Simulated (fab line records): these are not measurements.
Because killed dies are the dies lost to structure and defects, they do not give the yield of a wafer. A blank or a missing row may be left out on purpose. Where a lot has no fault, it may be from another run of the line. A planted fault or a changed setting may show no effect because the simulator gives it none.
Chamber matching || flow sfq line || 3 sister chambers for SFQ_TRILAYER_I1_DEP_PECVD_045 on pecvd-02
The step deposits SiO2 from SiH4/N2O, time 111.11 s, target thk 500 nm. 14 wafers are shown with their chamber, then 7 later ones without.

## EACH WAFER AND ITS CHAMBER
{"wafer": "L207.4", "chamber": 1, "throttle valve pct (%)": 24.6, "heater power w (W)": 75, "chamber pressure Torr (Torr)": 2.402}
{"wafer": "L207.5", "chamber": 2, "throttle valve pct (%)": 26.3, "heater power w (W)": 119, "chamber pressure Torr (Torr)": 2.403}
{"wafer": "L207.6", "chamber": 0, "throttle valve pct (%)": 25.2, "heater power w (W)": 87, "chamber pressure Torr (Torr)": 2.404}
{"wafer": "L208.1", "chamber": 1, "throttle valve pct (%)": 24.7, "heater power w (W)": 78, "chamber pressure Torr (Torr)": 2.403}
{"wafer": "L208.2", "chamber": 0, "throttle valve pct (%)": 25.2, "heater power w (W)": 86, "chamber pressure Torr (Torr)": 2.406}
{"wafer": "L208.3", "chamber": 2, "throttle valve pct (%)": 26.4, "heater power w (W)": 110, "chamber pressure Torr (Torr)": 2.407}
{"wafer": "L209.1", "chamber": 2, "throttle valve pct (%)": 26.4, "heater power w (W)": 126, "chamber pressure Torr (Torr)": 2.401}
{"wafer": "L209.3", "chamber": 0, "throttle valve pct (%)": 25.2, "heater power w (W)": 87, "chamber pressure Torr (Torr)": 2.397}
{"wafer": "L209.6", "chamber": 1, "throttle valve pct (%)": 24.9, "heater power w (W)": 79, "chamber pressure Torr (Torr)": 2.397}
{"wafer": "L215.1", "chamber": 1, "throttle valve pct (%)": 24.5, "heater power w (W)": 76, "chamber pressure Torr (Torr)": 2.405}
{"wafer": "L215.3", "chamber": 2, "throttle valve pct (%)": 26.2, "heater power w (W)": 122, "chamber pressure Torr (Torr)": 2.398}
{"wafer": "L215.6", "chamber": 2, "throttle valve pct (%)": 26.1, "heater power w (W)": 124, "chamber pressure Torr (Torr)": 2.407}
{"wafer": "L217.1", "chamber": 1, "throttle valve pct (%)": 24.6, "heater power w (W)": 76, "chamber pressure Torr (Torr)": 2.407}
{"wafer": "L217.4", "chamber": 0, "throttle valve pct (%)": 25.1, "heater power w (W)": 80, "chamber pressure Torr (Torr)": 2.404}

SIGNATURES (means of the wafers above)
{"reading": "throttle valve pct", "chamber 0": 25.175, "chamber 1": 24.660, "chamber 2": 26.280, "scatter within a chamber": 0.123}
{"reading": "heater power w", "chamber 0": 85.00, "chamber 1": 76.80, "chamber 2": 120.20, "scatter within a chamber": 4.28}
{"reading": "chamber pressure Torr", "chamber 0": 2.40275, "chamber 1": 2.40280, "chamber 2": 2.40320, "scatter within a chamber": 0.00387}
Rule: distance of a wafer from a chamber = root of the sum over the readings of ((wafer's reading minus chamber's mean) / reading's scatter) squared. The wafer belongs to the nearest chamber; if the next one is less than 2 further off, it can't be placed. The scatter is the square root of a quotient: the sum, over the shown wafers, of each reading's squared deviation from its chamber's mean, divided by wafers minus chambers.

## WAFERS WITH NO CHAMBER GIVEN
{"wafer": "L217.5", "throttle valve pct (%)": 24.7, "heater power w (W)": 83, "chamber pressure Torr (Torr)": 2.408}
{"wafer": "L225.2", "throttle valve pct (%)": 25.3, "heater power w (W)": 78, "chamber pressure Torr (Torr)": 2.401}
{"wafer": "L225.3", "throttle valve pct (%)": 26.1, "heater power w (W)": 124, "chamber pressure Torr (Torr)": 2.396}
{"wafer": "L225.4", "throttle valve pct (%)": 26.1, "heater power w (W)": 124, "chamber pressure Torr (Torr)": 2.397}
{"wafer": "L228.1", "throttle valve pct (%)": 25.1, "heater power w (W)": 78, "chamber pressure Torr (Torr)": 2.405}
{"wafer": "L228.4", "throttle valve pct (%)": 25.0, "heater power w (W)": 72, "chamber pressure Torr (Torr)": 2.405}
{"wafer": "L228.5", "throttle valve pct (%)": 26.4, "heater power w (W)": 103, "chamber pressure Torr (Torr)": 2.396}

## WHICH CHAMBER EACH ONE RAN IN
{"wafer": "L217.5", "from the rows above": 1, "in truth": 1}
{"wafer": "L225.2", "from the rows above": 0, "in truth": 0}
{"wafer": "L225.3", "from the rows above": 2, "in truth": 2}
{"wafer": "L225.4", "from the rows above": 2, "in truth": 2}
{"wafer": "L228.1", "from the rows above": "can't be placed: 0 or 1", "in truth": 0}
{"wafer": "L228.4", "from the rows above": "can't be placed: 1 or 0", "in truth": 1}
{"wafer": "L228.5", "from the rows above": 2, "in truth": 2}
Correct placement for 5 of the 7. Not placeable from these rows: 2 (in 2, the candidates include the true chamber). 0 placed wrongly.
